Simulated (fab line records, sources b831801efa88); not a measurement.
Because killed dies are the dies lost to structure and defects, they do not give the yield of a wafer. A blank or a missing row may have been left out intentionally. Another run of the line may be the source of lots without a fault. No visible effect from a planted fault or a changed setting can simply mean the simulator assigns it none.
A lot that was struck, set against a sound lot + flow sky130 + 15 out of 708 route steps
Sound: the wafers L318.2, L318.3, L318.6. Struck: wafers L311.2, L311.4, L311.6. Last of all comes the cause.
Per side, at each step with rows, come the tool, then ch with its chambers, and then its first start. Under that, the readings that differ: sound wafers + struck wafers + difference of the means + sigmas: that difference in standard deviations of wafers without a fault.
alike: a reading whose means differ by less than 2 such deviations, as well as words and numbers matching on both sides. not compared: withheld readings; readings where some wafer has no value; bounds like >300 that might hide an equal value; numbers whose values overlap and for which the record gives no deviation.
The two part at a step that has a row with sigmas, a row that says differs or no value, or rows on one side only. When numbers do not overlap yet have no deviation, they are printed without sigmas and do not part them. A reading that every wafer of one side lacks parts them only if that side has two wafers or more.

first, 5 steps without rows for these wafers: SKY_LDD_N_COAT_02 (resist thk 300 nm); SKY_LDD_N_SOFTBAKE_03 (time 60 s); SKY_LDD_N_EXPOSE_04 (exposes mask NTM, target cd 840 nm); SKY_LDD_N_PEB_05; SKY_LDD_N_DEVELOP_06 (develop time 60 s).
SKY_LDD_N_OVL_MEAS_07:
  sound on overlay-01, day 24 17:56; struck on overlay-01, day 21 23:44
  alike: LDD_N_OVL
then, 6 steps without rows for these wafers: SKY_LDD_N_IMPLANT_08; SKY_LDD_N_IMPLANT_09; SKY_LDD_N_IMPLANT_10; SKY_LDD_N_IMPLANT_11; SKY_LDD_N_IMPLANT_12; SKY_LDD_N_IMPLANT_13.
SKY_LDD_N_IMPLANT_14:
  sound on implanter-01 ch 0, day 24 18:53; struck on implanter-02 ch 0, day 22 00:41
| reading                   | sound                | struck               | difference | sigmas |
|---------------------------|----------------------|----------------------|------------|--------|
| beam energy keV           | 49.989 50.012 50.004 | 49.037 49.058 49.050 | -0.953     | -60    |
| model.implant.drp nm (nm) | 18.83 18.83 18.83    | 18.56 18.56 18.56    | -0.27      |        |
following that, these wafers have no rows for 1 step: SKY_LDD_N_IMPLANT_15.
-- record jumps: 26 days separate the struck wafers' starts on either side; left off in module LDD_N, taken up again in module PAD_OPEN, whose first shown step is the route's number 708 --
SKY_PAD_OPEN_PROBE_99:
  only the struck wafers here have rows in the record (prober-01, day 48 12:07); the sound ones have none

== WHERE THEY PART ==
Earliest at SKY_LDD_N_IMPLANT_14; latest, in this record, at SKY_PAD_OPEN_PROBE_99.

WHY: what had been put in by the simulator
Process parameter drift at SKY_LDD_N_IMPLANT_14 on implanter-02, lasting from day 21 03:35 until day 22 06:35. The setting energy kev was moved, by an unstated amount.
